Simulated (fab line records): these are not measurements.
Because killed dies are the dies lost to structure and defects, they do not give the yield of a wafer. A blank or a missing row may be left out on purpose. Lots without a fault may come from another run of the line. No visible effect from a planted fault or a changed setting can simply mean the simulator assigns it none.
Struck lot and sound lot, side by side / flow sky130 / 36 out of 708 route steps
Sound: the wafers L792.1, L792.2, L792.4. Wafers struck: L801.1, L801.4, L801.5. The cause comes at the end.
For every step that has rows: the tool of each side, followed by ch and its chambers, followed by its first start. Under that, the readings that differ: sound wafers / struck wafers / difference of the means / sigmas: that difference in standard deviations of wafers without a fault.
alike: words and numbers the same on both sides, and readings whose means are apart by under 2 such deviations; not compared: readings that were withheld, readings missing a value for some wafer, numbers with overlapping values and no deviation given by the record, and bounds like >300 which may hide the same value.
Wherever a step has rows on one side only, a row that says differs or no value, or a row with sigmas, the two part there. Numbers that have no deviation but don't overlap get no sigmas and don't part them. A reading missing from all wafers of one side parts the sides only when that side holds two or more wafers.

first, 10 steps without rows for these wafers: SKY_GATE_OXIDE_HMDS_04 (prime time 60 s); SKY_GATE_OXIDE_COAT_05 (resist thk 1140 nm); SKY_GATE_OXIDE_SOFTBAKE_06 (time 60 s); SKY_GATE_OXIDE_EXPOSE_07 (exposes mask LVOM, target cd 600 nm); SKY_GATE_OXIDE_PEB_08; SKY_GATE_OXIDE_DEVELOP_09 (develop time 60 s); SKY_GATE_OXIDE_IMPLANT_11; SKY_GATE_OXIDE_WET_ETCH_12 (etches SiO2 in dHF, target depth 16.8 nm, time 319.8 s); SKY_GATE_OXIDE_STRIP_13 (strips in O2/N2); SKY_GATE_OXIDE_CLEAN_15 (cleans in SC1/SC2, time 150 s).
SKY_GATE_OXIDE_OXIDATION_16: stabilise 600 s, purge 300 s, target thk 3.57 nm.
  sound on furnace-01 ch 0, day 14 21:29; struck on furnace-02 ch 0, day 18 03:27
  alike: ramp_down_c_per_min, spike_tc_bottom_C, spike_tc_upper_C
then, 24 steps without rows for these wafers: SKY_POLY_GATE_CVD_00 (deposits poly-Si, target thk 180 nm, time 720 s); SKY_RES_PROTECT_DEHYDRATE_00 (time 60 s); SKY_RES_PROTECT_HMDS_01 (prime time 60 s); SKY_RES_PROTECT_COAT_02 (resist thk 1140 nm); SKY_RES_PROTECT_SOFTBAKE_03 (time 60 s); SKY_RES_PROTECT_EXPOSE_04 (exposes mask RPM, target cd 1270 nm); SKY_RES_PROTECT_PEB_05; SKY_RES_PROTECT_DEVELOP_06 (develop time 60 s); SKY_POLY_GATE_IMPLANT_02; SKY_RES_PROTECT_STRIP_07 (strips in O2/N2); SKY_RES_PROTECT_CLEAN_09 (cleans in SC1/SC2, time 150 s); SKY_POLY_GATE_CVD_03 (deposits Si3N4 from DCS/NH3, target thk 75 nm, time 1290 s); SKY_POLY_GATE_DEHYDRATE_05 (time 60 s); SKY_POLY_GATE_HMDS_06 (prime time 60 s); SKY_POLY_GATE_COAT_07 (resist thk 110 nm); SKY_POLY_GATE_COAT_08 (resist thk 450 nm); SKY_POLY_GATE_SOFTBAKE_09 (time 90 s); SKY_POLY_GATE_EXPOSE_10 (exposes mask P1M, target cd 150 nm); SKY_POLY_GATE_PEB_11; SKY_POLY_GATE_DEVELOP_12 (develop time 60 s); SKY_POLY_GATE_ETCH_15 (etches BARC in N2/H2, stops on SiO2, time 118.5 s, target depth 110 nm); SKY_POLY_GATE_ETCH_16 (etches Si3N4 in CH3F/O2, stops on poly-Si, time 147.5 s, target depth 75 nm); SKY_POLY_GATE_ETCH_17 (etches poly-Si in HBr/Cl2, stops on SiO2, target depth 180 nm, time 70.5 s); SKY_POLY_GATE_STRIP_18 (strips in O2/N2).
-- record jumps: 31 days separate the struck wafers' starts on either side; left off in module POLY_GATE, taken up again in module PAD_OPEN, whose first shown step is the route's number 708 --
SKY_PAD_OPEN_PROBE_99:
  sound on prober-01, day 46 15:58; struck on prober-02, day 48 18:13
reading=model.etest.cap_thin_oxide.gate_log10_a_cm2; sound=-7.278 -6.918 -7.401; struck=-7.523 -7.51 -7.585; difference=-0.340; sigmas=
reading=model.etest.cap_thin_oxide.tox_acc_nm (nm); sound=4.344 4.27 4.403; struck=4.424 4.414 4.464; difference=+0.095; sigmas=
reading=model.etest.pfet_01v8.tox_inv_nm (nm); sound=4.406 4.36 4.446; struck=4.51 4.485 4.543; difference=+0.11; sigmas=
reading=model.etest.nfet_01v8.tox_inv_nm (nm); sound=4.376 4.256 4.402; struck=4.434 4.437 4.465; difference=+0.101; sigmas=
reading=model.etest.nfet_01v8_turned.vt_v (V); sound=0.7071 0.6952 0.7033; struck=0.7171 0.7118 0.7136; difference=+0.0123; sigmas=
reading=model.etest.nfet_01v8.body_rise_v (V); sound=0.1839 0.1782 0.1833; struck=0.1848 0.185 0.1853; difference=+0.0032; sigmas=
  alike: killed_at_M0_to_M3, killed_at_M4_up, killed_at_contacts, killed_at_front_end, killed_at_other, killed_dies, killed_open, killed_short

## WHERE THEY PART
Nowhere in this record.

WHY: what the simulator had put in
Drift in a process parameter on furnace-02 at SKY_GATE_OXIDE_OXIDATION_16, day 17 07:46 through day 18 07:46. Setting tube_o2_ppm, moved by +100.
